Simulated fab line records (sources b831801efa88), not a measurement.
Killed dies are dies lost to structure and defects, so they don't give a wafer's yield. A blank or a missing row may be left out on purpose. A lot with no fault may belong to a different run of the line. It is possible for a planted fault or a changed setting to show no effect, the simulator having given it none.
A single fault, viewed from 2 desks :: flow sky130 :: only its own numbers are on each desk; what lay behind them is given at the end

== AT THE METROLOGY DESK ==
What the gauges read, lot by lot, whatever tool the lot ran on: means of the sampled wafers that have a number. Any lot whose mean is over 4 standard deviations away from the usual mean is out of limits and marked OUT; that distance is given in the brackets.
Columns: A = VIA2_W_RS at SKY_VIA2_RS_MEAS_22, usual 0.273 ohm/sq
lot: L276
first seen here: day 36 03:09
A: 0.272

lot: L278
first seen here: day 37 19:24
A: 0.274

lot: L279
first seen here: day 37 20:05
A: 0.268

lot: L282
first seen here: day 41 02:48
A: 0.272

lot: L281
first seen here: day 41 02:58
A: 0.275

lot: L288
first seen here: day 41 07:22
A: 0.271

lot: L290
first seen here: day 41 09:02
A: 0.274

lot: L289
first seen here: day 41 09:38
A: 0.271

lot: L291
first seen here: day 41 11:00
A: 0.274

lot: L292
first seen here: day 41 11:20
A: 0.276

lot: L294
first seen here: day 41 12:59
A: 0.274

lot: L295
first seen here: day 41 20:10
A: 0.276

lot: L296
first seen here: day 41 23:03
A: 0.269

lot: L297
first seen here: day 42 01:27
A: 0.269
This desk's verdict: no lot among the 14 shows anything out of limits.

== THE TOOL OWNER'S DESK: rie-metal-01 ==
The tool's own readings at SKY_METAL3_ETCH_16 (etches BARC in N2/H2, stops on SiO2, time 88.2 s, target depth 60 nm): means of the sampled wafers that have a number, for each lot that ran on this tool. Any lot whose mean is over 4 standard deviations away from the usual mean is out of limits and marked OUT; that distance is given in the brackets.
Columns: A = bias-w at SKY_METAL3_ETCH_16, usual 100.02 W; B = chamber-pressure-mTorr at SKY_METAL3_ETCH_16, usual 30.003 mTorr; C = drypump-motor-current-A at SKY_METAL3_ETCH_16, usual 5.7 A; D = h2-flow-sccm at SKY_METAL3_ETCH_16, usual 200.0 sccm; E = oes-product-au at SKY_METAL3_ETCH_16, usual 0.626 a.u.; F = rf-fwd-power-W at SKY_METAL3_ETCH_16, usual 495.9 W; G = throttle-valve-pct at SKY_METAL3_ETCH_16, usual 13.205 %
lot: L276
first seen here: day 38 08:44
A: 99.94
B: 29.985
C: 5.5
D: 199.9
E: 0.628
F: 497.2
G: 13.197

lot: L278
first seen here: day 39 21:26
A: 99.97
B: 29.996
C: 5.8
D: 199.9
E: 0.624
F: 497.1
G: 13.208

lot: L290
first seen here: day 43 07:10
A: 100.29
B: 30.000
C: 5.8
D: 200.2
E: 0.624
F: 495.7
G: 13.201

lot: L289
first seen here: day 43 10:11
A: 100.19
B: 30.021
C: 5.4
D: 200.0
E: 0.622
F: 495.0
G: 13.202

lot: L292
first seen here: day 43 10:32
A: 99.96
B: 29.974
C: 6.2
D: 200.3
E: 0.625
F: 497.5
G: 13.198

lot: L294
first seen here: day 43 12:02
A: 100.14
B: 29.996
C: 5.8
D: 199.4
E: 0.628
F: 495.3
G: 13.212

lot: L295
first seen here: day 43 19:23
A: 99.85
B: 30.004
C: 5.4
D: 200.1
E: 0.625
F: 498.0
G: 13.208

lot: L297
first seen here: day 43 23:51
A: 99.84
B: 29.999
C: 5.1
D: 199.8
E: 0.627
F: 495.8
G: 13.211
This desk's verdict: no lot among the 8 shows anything out of limits.

== TAKEN TOGETHER ==
At the metrology desk, nothing out of limits was observed.
The desk of the tool owner found nothing out of limits.

== WHAT THE SIMULATOR PUT IN ==
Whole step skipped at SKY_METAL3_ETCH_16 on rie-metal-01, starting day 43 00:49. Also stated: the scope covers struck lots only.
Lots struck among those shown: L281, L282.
